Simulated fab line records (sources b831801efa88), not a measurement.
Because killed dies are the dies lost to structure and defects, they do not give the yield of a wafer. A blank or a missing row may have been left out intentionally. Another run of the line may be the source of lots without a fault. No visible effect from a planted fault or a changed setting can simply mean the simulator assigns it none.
fab line records -- flow sky130
record: lots: 6, wafers: 18, last_day: 50
route steps=708 shown CAPM@538 PAD_OPEN@708
lots with no fault: from the same line, run without faults
start_h: hours from the record's opening day to when the first of the lot's shown wafers began -- wait_h: hours from the lot's prior step to this one -- " same as the row above -- L1.1+2: a single row standing in for several wafers -- - no value, or no start was given -- * or withheld: withheld -- < > ~ a bound
route shown NAME@n: a module of which the file shows steps, and the number in the route of the first -- usual: mean/standard deviation of fault-free wafers -- same: alike in all rows -- chamber/n: place in a boat -- sites: readings site by site -- _std_site: the standard deviation of these -- _edge_site: inner sites' mean taken away from outer sites' mean -- radius_mm: for every site, how far away it sits from the centre of the wafer -- mask NAME#n: copy n -- behind: the last tool/chamber to shape the wafer -- hold: the reason the lot was held/the length of the hold in hours/how it ended -- device: which transistor (n, p or np) failed to switch -- end of line: the route-end tests of the same wafers -- for a step that has no rows: nothing shown but its recipe -- killed: dies lost to structure and defects at the first sort, not the wafer's yield -- map: the dies of a wafer, with x for killed, . for not killed, _ for no die there
set.NAME: the run value of the setting; set.NAME@STEP: its run value at that earlier step -- model.NAME: the simulator's own value behind a step, which no gauge read
lots at selected steps of the route; one table per step, one row per wafer
services: from which hour (start_h, from the record's first day; less than 0 if before it) a tool's chamber was out of use, for how many hours, and why
== steps ==
step: SKY_CAPM_THK_MEAS_01
recipe: reads: SiO2_of_CAPM_CVD_00
usual: CAPM_CVD_00_THK: 15.46/0.25
lot.wafer,tool,chamber,start_h,wait_h,CAPM_CVD_00_THK[nm]
L246.2,film_metro-02,-,893.33,-,15.41
L246.3,film_metro-02,-,893.33,-,15.50
L246.5,film_metro-02,-,893.33,-,15.45
L247.2,film_metro-02,-,901.41,-,15.36
L247.4,film_metro-02,-,901.41,-,15.29
L247.6,film_metro-02,-,901.41,-,15.45
L253.1,film_metro-04,-,942.79,-,14.98
L253.2,film_metro-04,-,942.79,-,15.10
L253.5,film_metro-04,-,942.79,-,15.54
L259.2,film_metro-02,-,981.32,-,15.09
L259.3,film_metro-02,-,981.32,-,15.15
L259.4,film_metro-02,-,981.32,-,15.40
L263.2,film_metro-04,-,1014.93,-,15.27
L263.4,film_metro-04,-,1014.93,-,15.38
L263.6,film_metro-04,-,1014.93,-,15.53
L264.1,film_metro-02,-,1018.74,-,15.33
L264.4,film_metro-02,-,1018.74,-,15.61
L264.6,film_metro-02,-,1018.74,-,15.54
step: SKY_CAPM_SPUTTER_02
recipe: material: TiN, target_thk_nm: 200, temp_c: 300, power_w: 6500, time_s: 166.7, chamber_pressure_pa: 0.4
usual: susceptor_temp_C: 300.01/0.17, throttle_valve_pct: 29.4/0.91
lot.wafer,tool,chamber,start_h,wait_h,susceptor_temp_C,throttle_valve_pct
L246.2,pvd_sputter-04,-,893.38,0.0,300.00,27.6
L246.3,pvd_sputter-04,-,893.38,0.0,300.15,30.0
L246.5,pvd_sputter-04,-,893.38,0.0,299.88,28.8
L247.2,pvd_sputter-01,-,901.46,0.0,299.91,30.3
L247.4,pvd_sputter-01,-,901.46,0.0,299.98,29.0
L247.6,pvd_sputter-01,-,901.46,0.0,299.86,29.1
L253.1,pvd_sputter-04,-,942.85,0.1,300.15,28.9
L253.2,pvd_sputter-04,-,942.85,0.1,299.94,29.9
L253.5,pvd_sputter-04,-,942.85,0.1,300.00,28.8
L259.2,pvd_sputter-01,-,981.37,0.0,300.03,29.7
L259.3,pvd_sputter-01,-,981.37,0.0,300.03,28.9
L259.4,pvd_sputter-01,-,981.37,0.0,300.11,29.6
L263.2,pvd_sputter-02,-,1014.98,0.0,300.15,30.0
L263.4,pvd_sputter-02,-,1014.98,0.0,300.06,29.3
L263.6,pvd_sputter-02,-,1014.98,0.0,299.71,27.6
L264.1,pvd_sputter-01,-,1018.80,0.1,300.24,29.7
L264.4,pvd_sputter-01,-,1018.80,0.1,300.10,28.8
L264.6,pvd_sputter-01,-,1018.80,0.1,300.36,28.9
step: SKY_CAPM_RS_MEAS_03
recipe: thk_meas_gauge: four-point-probe, reads: TiN_of_CAPM_SPUTTER_02
usual: CAPM_TIN_RS: 7.01/0.094
lot.wafer,tool,chamber,start_h,wait_h,CAPM_TIN_RS[ohm/sq]
L246.2,film_metro-03,-,893.51,0.1,7.01
L246.3,film_metro-03,-,893.51,0.1,7.09
L246.5,film_metro-03,-,893.51,0.1,6.91
L247.2,film_metro-04,-,901.59,0.1,6.98
L247.4,film_metro-04,-,901.59,0.1,7.07
L247.6,film_metro-04,-,901.59,0.1,7.11
L253.1,film_metro-02,-,942.96,0.1,6.92
L253.2,film_metro-02,-,942.96,0.1,7.10
L253.5,film_metro-02,-,942.96,0.1,6.86
L259.2,film_metro-04,-,981.50,0.1,6.98
L259.3,film_metro-04,-,981.50,0.1,7.10
L259.4,film_metro-04,-,981.50,0.1,6.95
L263.2,film_metro-03,-,1015.11,0.1,6.86
L263.4,film_metro-03,-,1015.11,0.1,6.88
L263.6,film_metro-03,-,1015.11,0.1,7.01
L264.1,film_metro-04,-,1018.91,0.1,7.01
L264.4,film_metro-04,-,1018.91,0.1,7.25
L264.6,film_metro-04,-,1018.91,0.1,7.17
step: SKY_CAPM_THK_MEAS_04
recipe: thk_meas_gauge: xrf, reads: TiN_of_CAPM_SPUTTER_02
usual: CAPM_TIN_THK: 196.9/2.6
lot.wafer,tool,chamber,start_h,wait_h,CAPM_TIN_THK[nm]
L246.2,film_metro-03,-,893.62,0.1,196.6
L246.3,film_metro-03,-,893.62,0.1,193.1
L246.5,film_metro-03,-,893.62,0.1,198.0
L247.2,film_metro-04,-,901.70,0.1,198.7
L247.4,film_metro-04,-,901.70,0.1,197.3
L247.6,film_metro-04,-,901.70,0.1,194.6
L253.1,film_metro-02,-,943.08,0.1,198.5
L253.2,film_metro-02,-,943.08,0.1,194.9
L253.5,film_metro-02,-,943.08,0.1,200.2
L259.2,film_metro-04,-,981.61,0.1,198.4
L259.3,film_metro-04,-,981.61,0.1,194.9
L259.4,film_metro-04,-,981.61,0.1,199.1
L263.2,film_metro-03,-,1015.22,0.1,199.0
L263.4,film_metro-03,-,1015.22,0.1,199.5
L263.6,film_metro-03,-,1015.22,0.1,194.8
L264.1,film_metro-04,-,1019.03,0.1,197.4
L264.4,film_metro-04,-,1019.03,0.1,191.8
L264.6,film_metro-04,-,1019.03,0.1,193.5
step: SKY_CAPM_DEHYDRATE_05
recipe: temp_c: 200, time_s: 60
step: SKY_CAPM_HMDS_06
recipe: prime_time_s: 60, prime_temp_c: 120
step: SKY_CAPM_COAT_07
recipe: resist: NOVOLAK, spin_rpm: 3000, resist_thk_nm: 1140
step: SKY_CAPM_SOFTBAKE_08
recipe: temp_c: 90, time_s: 60, resist: NOVOLAK
step: SKY_CAPM_EXPOSE_09
recipe: mask_id: CAPM, na: 0.6, source_shape: conventional, sigma_outer: 0.6, polarization: unpolarized, target_cd_nm: 1000, dose_mj: 159
step: SKY_CAPM_PEB_10
recipe: temp_c: withheld, time_s: *, resist: NOVOLAK
step: SKY_CAPM_DEVELOP_11
recipe: resist: NOVOLAK, developer: TMAH, develop_time_s: 60, dev_temp_c: 23
step: SKY_CAPM_OVL_MEAS_12
usual: CAPM_OVL: 0.7/1.3
lot.wafer,tool,chamber,start_h,wait_h,CAPM_OVL[nm]
L246.2,overlay-01,-,918.05,0.1,0.1
L246.3,overlay-01,-,918.05,0.1,-0.2
L246.5,overlay-01,-,918.05,0.1,-0.2
L247.2,overlay-02,-,926.03,0.1,-0.9
L247.4,overlay-02,-,926.03,0.1,0.2
L247.6,overlay-02,-,926.03,0.1,1.3
L253.1,overlay-02,-,966.63,0.1,0.8
L253.2,overlay-02,-,966.63,0.1,-0.7
L253.5,overlay-02,-,966.63,0.1,-1.6
L259.2,overlay-02,-,1005.23,0.1,0.2
L259.3,overlay-02,-,1005.23,0.1,0.2
L259.4,overlay-02,-,1005.23,0.1,-1.5
L263.2,overlay-01,-,1037.64,0.1,1.1
L263.4,overlay-01,-,1037.64,0.1,0.5
L263.6,overlay-01,-,1037.64,0.1,1.7
L264.1,overlay-02,-,1040.74,0.1,-1.0
L264.4,overlay-02,-,1040.74,0.1,0.6
L264.6,overlay-02,-,1040.74,0.1,-1.4
step: SKY_CAPM_METAL_ETCH_13
recipe: target_depth_nm: 220, stop_on: SiO2, chemistry: Cl2/BCl3, target: TiN, pressure_mtorr: 10, icp_w: 900, bias_w: 48.5, Cl2_flow_sccm: 60, bcl3_flow_sccm: 30, time_s: 62.9
usual: drypump_motor_current_A: 5.9/0.39, oes_product_au: 0.934/0.0088, rf_fwd_power_W: 890/3.2, throttle_valve_pct: 21.906/0.0091
lot.wafer,tool,chamber,start_h,wait_h,drypump_motor_current_A,oes_product_au,rf_fwd_power_W,rf_hours_counter_h,throttle_valve_pct,model.NOVOLAK_of_CAPM_COAT_07.thk_nm,model.CAPM.feature_depth_nm,model.etch.depth_nm
L246.2,rie_metal-04,1,918.10,0.0,5.5,0.910,748,-,21.921,1013,188.1,188.1
L246.3,rie_metal-04,1,918.10,0.0,5.5,0.909,749,-,21.924,1013,188.4,188.4
L246.5,rie_metal-04,1,918.10,0.0,5.5,0.914,741,-,21.926,1008,189.1,189.1
L247.2,rie_metal-04,1,926.09,0.0,5.5,0.918,743,-,21.924,1017,189.7,189.7
L247.4,rie_metal-04,1,926.09,0.0,5.5,0.910,747,-,21.923,1019,189.3,189.3
L247.6,rie_metal-04,1,926.09,0.0,5.5,0.912,742,-,21.929,1017,188.8,188.8
L253.1,rie_metal-03,0,966.67,0.0,6.4,0.950,894,14,21.900,990.7,199.6,199.6
L253.2,rie_metal-03,1,966.67,0.0,6.1,0.927,889,1,21.908,994.3,194.7,194.7
L253.5,rie_metal-03,0,966.67,0.0,6.5,0.943,892,-,21.906,988.8,201,201
L259.2,rie_metal-01,0,1005.26,0.0,5.3,0.938,891,14,21.896,985.6,198.5,198.5
L259.3,rie_metal-01,1,1005.26,0.0,6.0,0.928,885,-,21.907,994.5,195.1,195.1
L259.4,rie_metal-01,0,1005.26,0.0,5.4,0.944,890,-,21.895,987.4,199.5,199.5
L263.2,rie_metal-01,1,1037.67,0.0,6.0,0.937,887,9,21.897,995.8,201,201
L263.4,rie_metal-01,1,1037.67,0.0,6.0,0.950,888,-,21.887,993.6,200.7,200.7
L263.6,rie_metal-01,0,1037.67,0.0,5.3,0.926,887,-,21.908,995.2,196.5,196.5
L264.1,rie_metal-04,0,1040.78,0.0,6.2,0.937,889,6,21.907,991.5,197.5,197.5
L264.4,rie_metal-04,0,1040.78,0.0,6.2,0.913,890,-,21.920,993.1,191.3,191.3
L264.6,rie_metal-04,1,1040.78,0.0,5.5,0.912,891,-,21.910,988.7,193.1,193.1
step: SKY_CAPM_STRIP_14
recipe: chemistry: O2/N2, power_w: 1400, pressure_mtorr: 1500, platen_temp_c: withheld, o2_flow_sccm: 3000, n2_flow_sccm: 300, overash_fraction: 0.5
usual: drypump_motor_current_A: 5.7/0.77, oes_product_au: 0.710/0.0045, strip_time_to_endpoint_s: 12.66/0.044
lot.wafer,tool,chamber,start_h,wait_h,drypump_motor_current_A,oes_product_au,rf_hours_counter_h,strip_time_to_endpoint_s
L246.2,plasma_asher-02,0,918.23,0.1,4.8,0.716,105,12.82
L246.3,plasma_asher-02,0,918.23,0.1,4.8,0.704,-,12.82
L246.5,plasma_asher-02,1,918.23,0.1,5.1,0.713,-,12.83
L247.2,plasma_asher-01,0,926.22,0.1,5.9,0.709,55,12.87
L247.4,plasma_asher-01,0,926.22,0.1,5.9,0.717,-,12.90
L247.6,plasma_asher-01,0,926.22,0.1,5.9,0.706,-,12.86
L253.1,plasma_asher-02,0,966.75,0.1,4.8,0.709,111,12.62
L253.2,plasma_asher-02,1,966.75,0.1,5.1,0.705,111,12.67
L253.5,plasma_asher-02,0,966.75,0.1,4.8,0.705,-,12.59
L259.2,plasma_asher-02,0,1005.34,0.1,4.8,0.717,116,12.56
L259.3,plasma_asher-02,1,1005.34,0.1,5.0,0.712,-,12.69
L259.4,plasma_asher-02,0,1005.34,0.1,4.8,0.713,-,12.58
L263.2,plasma_asher-02,1,1037.75,0.1,5.1,0.714,119,12.67
L263.4,plasma_asher-02,1,1037.75,0.1,5.0,0.711,-,12.66
L263.6,plasma_asher-02,1,1037.75,0.1,5.0,0.711,-,12.66
L264.1,plasma_asher-01,1,1040.85,0.1,6.7,0.714,68,12.63
L264.4,plasma_asher-01,0,1040.85,0.1,5.9,0.704,-,12.68
L264.6,plasma_asher-01,0,1040.85,0.1,5.9,0.702,-,12.60
step: SKY_CAPM_STRIP_15
recipe: chemistry: post_etch_residue_remover, time_s: 1200, temp_c: 72.5
step: SKY_PAD_OPEN_PROBE_99
usual: defect_limited_yield: 82.9/2.2, killed_at_M0_to_M3: 42/7, killed_at_M4_up: 2.8/1.8, killed_at_contacts: 24/5.8, killed_at_front_end: 15/4.8, killed_at_other: 0.3/0.56, killed_dies: 84/11, killed_on_rim: 17/4.2, killed_open: 46/7.8, killed_short: 38/6.3
same: gross_dies: 492, killed_at_back_side: 0
lot.wafer,tool,chamber,start_h,wait_h,defect_limited_yield[%],killed_at_M0_to_M3,killed_at_M4_up,killed_at_contacts,killed_at_front_end,killed_at_other,killed_dies,killed_on_rim,killed_open,killed_short
L246.2,prober-02,-,1110.61,0.1,7.5,45,1,41,15,353,455,96,59,42
L246.3,prober-02,-,1110.66,0.2,25.8,57,4,29,16,259,365,95,65,42
L246.5,prober-02,-,1110.76,0.2,2.8,45,5,25,15,388,478,96,49,39
L247.2,prober-01,-,1119.44,0.1,12.6,42,5,25,12,346,430,96,47,37
L247.4,prober-01,-,1119.54,0.2,22.2,45,2,30,15,291,383,96,51,42
L247.6,prober-01,-,1119.64,0.2,41.9,42,1,23,18,202,286,95,39,45
L253.1,prober-01,-,1148.56,0.1,84.8,39,2,18,16,0,75,19,42,33
L253.2,prober-01,-,1148.61,0.1,80.1,50,5,28,15,0,98,20,59,39
L253.5,prober-01,-,1148.76,0.2,79.3,38,3,40,20,1,102,25,53,48
L259.2,prober-01,-,1177.57,0.1,81.5,50,0,25,16,0,91,21,57,34
L259.3,prober-01,-,1177.62,0.2,78.7,43,2,37,22,1,105,23,60,45
L259.4,prober-01,-,1177.67,0.2,85.8,33,3,23,11,0,70,11,45,25
L263.2,prober-01,-,1201.65,0.1,84.8,38,1,28,6,2,75,12,45,28
L263.4,prober-01,-,1201.75,0.2,87.2,29,2,21,10,1,63,14,30,32
L263.6,prober-01,-,1201.85,0.2,83.1,47,0,24,12,0,83,14,46,37
L264.1,prober-02,-,1203.40,0.1,83.3,33,4,35,10,0,82,15,42,40
L264.4,prober-02,-,1203.55,0.2,88.6,29,0,21,6,0,56,12,33,23
L264.6,prober-02,-,1203.65,0.2,85.2,38,5,24,6,0,73,18,34,39
killed by level:class
L246.2 CAPM:area_etch=353 LI_CONTACT:geometric_particle:open=13 CONTACT:geometric_particle:open=11 VIA1:geometric_particle:open=11 METAL1:geometric_particle:short=9 LOCAL_INTERCONNECT:geometric_particle:short=8 VIA3:geometric_particle:open=8 VIA2:geometric_particle:open=7
L246.3 CAPM:area_etch=258 VIA2:geometric_particle:open=11 CONTACT:geometric_particle:open=10 VIA3:geometric_particle:open=9 LI_CONTACT:geometric_particle:open=8 METAL1:geometric_particle:short=8 METAL2:geometric_particle:short=7 VIA1:geometric_particle:open=7
L246.5 CAPM:area_etch=388 VIA2:geometric_particle:open=11 LI_CONTACT:geometric_particle:open=9 VIA1:geometric_particle:open=9 METAL1:geometric_particle:short=9 CONTACT:geometric_particle:open=7 VIA3:geometric_particle:open=4 POLY_GATE:geometric_particle:short=3
L247.2 CAPM:area_etch=346 CONTACT:geometric_particle:open=10 METAL1:geometric_particle:short=8 VIA1:geometric_particle:open=8 LI_CONTACT:geometric_particle:open=6 VIA2:geometric_particle:open=6 CONTACT:geometric_particle:short=5 VIA3:geometric_particle:open=5
L247.4 CAPM:area_etch=290 CONTACT:geometric_particle:open=13 VIA1:geometric_particle:open=11 VIA3:geometric_particle:open=11 FIELD_ISO:geometric_particle:short=7 LI_CONTACT:geometric_particle:open=7 CONTACT:geometric_particle:short=7 VIA1:geometric_particle:short=6
L247.6 CAPM:area_etch=202 CONTACT:geometric_particle:open=10 METAL1:geometric_particle:short=8 POLY_GATE:geometric_particle:short=7 LOCAL_INTERCONNECT:geometric_particle:short=7 VIA3:geometric_particle:short=7 VIA1:geometric_particle:open=6 VIA3:geometric_particle:open=6
L253.1 VIA2:geometric_particle:open=11 VIA3:geometric_particle:open=7 VIA1:geometric_particle:open=7 LI_CONTACT:geometric_particle:open=6 CONTACT:geometric_particle:short=6 FIELD_ISO:geometric_particle:short=5 CONTACT:geometric_particle:open=5 POLY_GATE:geometric_particle:short=4
L253.2 VIA1:geometric_particle:open=11 CONTACT:geometric_particle:open=10 VIA2:geometric_particle:open=9 METAL1:geometric_particle:short=8 VIA3:geometric_particle:open=8 CONTACT:geometric_particle:short=7 LI_CONTACT:geometric_particle:open=6 POLY_GATE:geometric_particle:open=5
L253.5 CONTACT:geometric_particle:open=18 VIA3:geometric_particle:open=8 VIA1:geometric_particle:open=7 CONTACT:geometric_particle:short=7 POLY_GATE:geometric_particle:short=6 LI_CONTACT:geometric_particle:open=6 FIELD_ISO:geometric_particle:short=5 FIELD_ISO:geometric_particle:open=4
L259.2 VIA2:geometric_particle:open=13 VIA3:geometric_particle:open=10 LI_CONTACT:geometric_particle:open=9 VIA1:geometric_particle:open=9 CONTACT:geometric_particle:short=7 CONTACT:geometric_particle:open=6 FIELD_ISO:geometric_particle:short=5 METAL1:geometric_particle:short=5
L259.3 CONTACT:geometric_particle:open=15 LI_CONTACT:geometric_particle:open=9 VIA3:geometric_particle:open=8 FIELD_ISO:geometric_particle:short=7 VIA1:geometric_particle:open=7 FIELD_ISO:geometric_particle:open=6 CONTACT:geometric_particle:short=6 METAL1:geometric_particle:short=6
L259.4 CONTACT:geometric_particle:open=12 VIA1:geometric_particle:open=9 VIA3:geometric_particle:open=9 LI_CONTACT:geometric_particle:open=6 METAL2:geometric_particle:short=4 FIELD_ISO:geometric_particle:short=3 POLY_GATE:geometric_particle:open=3 LOCAL_INTERCONNECT:geometric_particle:short=3
L263.2 VIA1:geometric_particle:open=12 LI_CONTACT:geometric_particle:open=9 CONTACT:geometric_particle:open=9 CONTACT:geometric_particle:short=5 METAL1:geometric_particle:short=4 METAL2:geometric_particle:short=4 VIA2:geometric_particle:open=4 VIA2:geometric_particle:short=4
L263.4 LI_CONTACT:geometric_particle:open=9 CONTACT:geometric_particle:open=7 METAL1:geometric_particle:short=5 VIA1:geometric_particle:open=5 VIA1:geometric_particle:short=4 METAL2:geometric_particle:short=4 VIA2:geometric_particle:short=4 CONTACT:geometric_particle:short=3
L263.6 VIA1:geometric_particle:open=9 CONTACT:geometric_particle:open=8 METAL1:geometric_particle:short=8 VIA3:geometric_particle:open=7 METAL2:geometric_particle:short=7 LI_CONTACT:geometric_particle:open=6 CONTACT:geometric_particle:short=5 VIA2:geometric_particle:open=5
L264.1 CONTACT:geometric_particle:open=11 LI_CONTACT:geometric_particle:open=9 VIA1:geometric_particle:open=7 VIA2:geometric_particle:open=6 METAL2:geometric_particle:short=6 LI_CONTACT:geometric_particle:short=5 CONTACT:geometric_particle:short=5 LOCAL_INTERCONNECT:geometric_particle:short=4
L264.4 LI_CONTACT:geometric_particle:open=8 VIA3:geometric_particle:open=5 CONTACT:geometric_particle:open=5 VIA2:geometric_particle:open=4 FIELD_ISO:geometric_particle:open=3 METAL2:geometric_particle:open=3 LOCAL_INTERCONNECT:geometric_particle:short=3 VIA1:geometric_particle:short=3
L264.6 CONTACT:geometric_particle:open=9 LI_CONTACT:geometric_particle:open=6 METAL2:geometric_particle:short=6 LI_CONTACT:geometric_particle:short=5 VIA2:geometric_particle:open=5 VIA1:geometric_particle:short=5 VIA1:geometric_particle:open=4 METAL1:geometric_particle:short=4
map L246.5 (x killed, . not)
__________xxxxxxxxxx_________
________xxxxxxxxxxxxxx_______
______xxxxxxxxxxxxxxxxxx_____
_____xxxxxxxxxxxxxxxxxxxx____
____xxxxxxxxxxxxx.xxxxxxxx___
___xxxxxxxxxxxxxxxxxxxxxxxx__
__xxxxxxxxxxxxxxxxxxxxxxxxxx_
_xxxxxxxxxxxxxxxx.xxxxxxxxxxx
_xxxxxxxxxxxxxxxxxxxxxxxxxxxx
_xxxxxxxxxxxxxxxxxxxxxxxxxxxx
_xxxxxxxxxx..xxxx.xxxxxxxxxxx
_xxxxxxxx.xxxxx.xx.xxxxxxxxxx
_xxxxxxxxxxxxxx.x.xxxxxxxxxxx
_xxxxxxxxxxxx.x.xxxxxxxxxxxxx
_xxxxxxxxxxxxx.xxxxxxxxxxxxxx
__xxxxxxxxxxxxxx.xxxxxxxxxxx_
___xxxxxxxxxxxxxxxxxxxxxxxx__
____xxxxxxxxxxxxxxxxxxxxxx___
_____xxxxxxxxxxxxxxxxxxxx____
______xxxxxxxxxxxxxxxxxx_____
________xxxxxxxxxxxxxx_______
__________xxxxxxxxxx_________
map L247.2 (x killed, . not)
__________xxxxxxxxxx_________
________xxx.x.xxxxxxxx_______
______xxxxxxxxxxxxxxxxxx_____
_____xxxxxxxxxxxxxxxxxxxx____
____xxxxxxxxxxxxxxxxxxxxxx___
___xxxxxxxxxxxxxxx...xxxxxx__
__xxxxxxxx.xxxxxxxxxxxxxxxxx_
_xxxxxxxx..xxx..xxxxxxxxxxxxx
_xxxxxxxxxxxx..x.x.x.xxxxxxxx
_xxxxxx.xxx..xxxx.x.x.xxxxxxx
_xxxxxxxx.xx.x.x...x.x.xxxxxx
_xxxxxxx.xxx.xxxx.xxxx.xxxxxx
_xxxxxxx.......xxxx.xxx.xxxxx
_xxxxxxxxx...xx..x..xx.xxxxxx
_xxxxxxxx.xxxxxxx..xxxxxxxxxx
__xxxxxxxxxxxx.xxxx.xxx.xxxx_
___xxxxxxxxxx...x.xxxxxxxxx__
____xxxxxxxx.x.xxxxxxxxxxx___
_____xxxxxxxxxxxxxxxxxxxx____
______xxxxxxxxxxxxxxxxxx_____
________xxxxxxxxxxxxxx_______
__________xxxxxxxxxx_________
== services ==
tool,chamber,start_h,hours,kind
plasma_asher-01,-,875.32,1.2,repair
plasma_asher-02,-,880.67,14.6,pm
pvd_sputter-01,-,884.84,0.6,repair
pvd_sputter-02,-,887.76,7.1,repair
rie_metal-04,-,889.96,2.8,pm
pvd_sputter-04,-,896.00,9.3,repair
pvd_sputter-04,-,896.28,6.1,repair
plasma_asher-02,-,897.25,16.6,repair
pvd_sputter-04,-,898.52,14.9,repair
rie_metal-04,0,910.49,-,clean
rie_metal-04,0,910.49,17.5,scheduled_down
rie_metal-04,0,910.49,17.5,vent_cycle
pvd_sputter-04,-,938.80,2.7,repair
pvd_sputter-02,-,943.68,0.5,repair
pvd_sputter-01,-,948.57,15.8,repair
rie_metal-04,0,951.34,7.3,repair
pvd_sputter-01,0,964.36,-,consumable_replace:kit
pvd_sputter-01,0,964.36,18.0,scheduled_down
pvd_sputter-01,0,964.36,18.0,vent_cycle
rie_metal-01,-,967.93,4.3,pm
rie_metal-03,0,975.18,21.3,repair
rie_metal-03,-,1002.87,0.5,repair
pvd_sputter-01,-,1004.35,3.2,repair
rie_metal-03,-,1037.16,14.6,pm
== key ==
first_sign: step: SKY_CAPM_METAL_ETCH_13, reading: rf_fwd_power_W, direction: down, sigmas: 45, usual: 890, struck: 745
effect: step: SKY_CAPM_METAL_ETCH_13, reading: oes_product_au, direction: down, sigmas: 2.5, usual: 0.934, struck: 0.912, wafers_moved: 5
effect: step: SKY_CAPM_STRIP_14, reading: strip_time_to_endpoint_s, direction: up, sigmas: 4.4, usual: *, struck: *
effect: step: SKY_PAD_OPEN_PROBE_99, reading: killed_at_other, direction: up, sigmas: 99+, usual: 0.3, struck: 306.5
model_effect: step: SKY_CAPM_METAL_ETCH_13, value: NOVOLAK_of_CAPM_COAT_07.thk_nm, without: 994.7, struck: 1015
more_kills_born_at: SKY_CAPM_METAL_ETCH_13@rie_metal-04: 1837
met_at SKY_CAPM_METAL_ETCH_13
struck_wafers L246.2,L246.3,L246.5,L247.2,L247.4,L247.6
later_rows_left_out L246.2,L246.3,L246.5,L247.2,L247.4
fault: kind: process_parameter_drift, tool: rie_metal-04, chamber: 1, onset_h: 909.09, steps: SKY_CAPM_METAL_ETCH_13, channel: icp_w, offset: -144, shape: step, end_h: 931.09, acts_in: these_recipes_only, stated: 900
later_rows_left_out: the simulator's readings of these wafers behind a module that went badly wrong aren't trusted and aren't shown, but for the sort
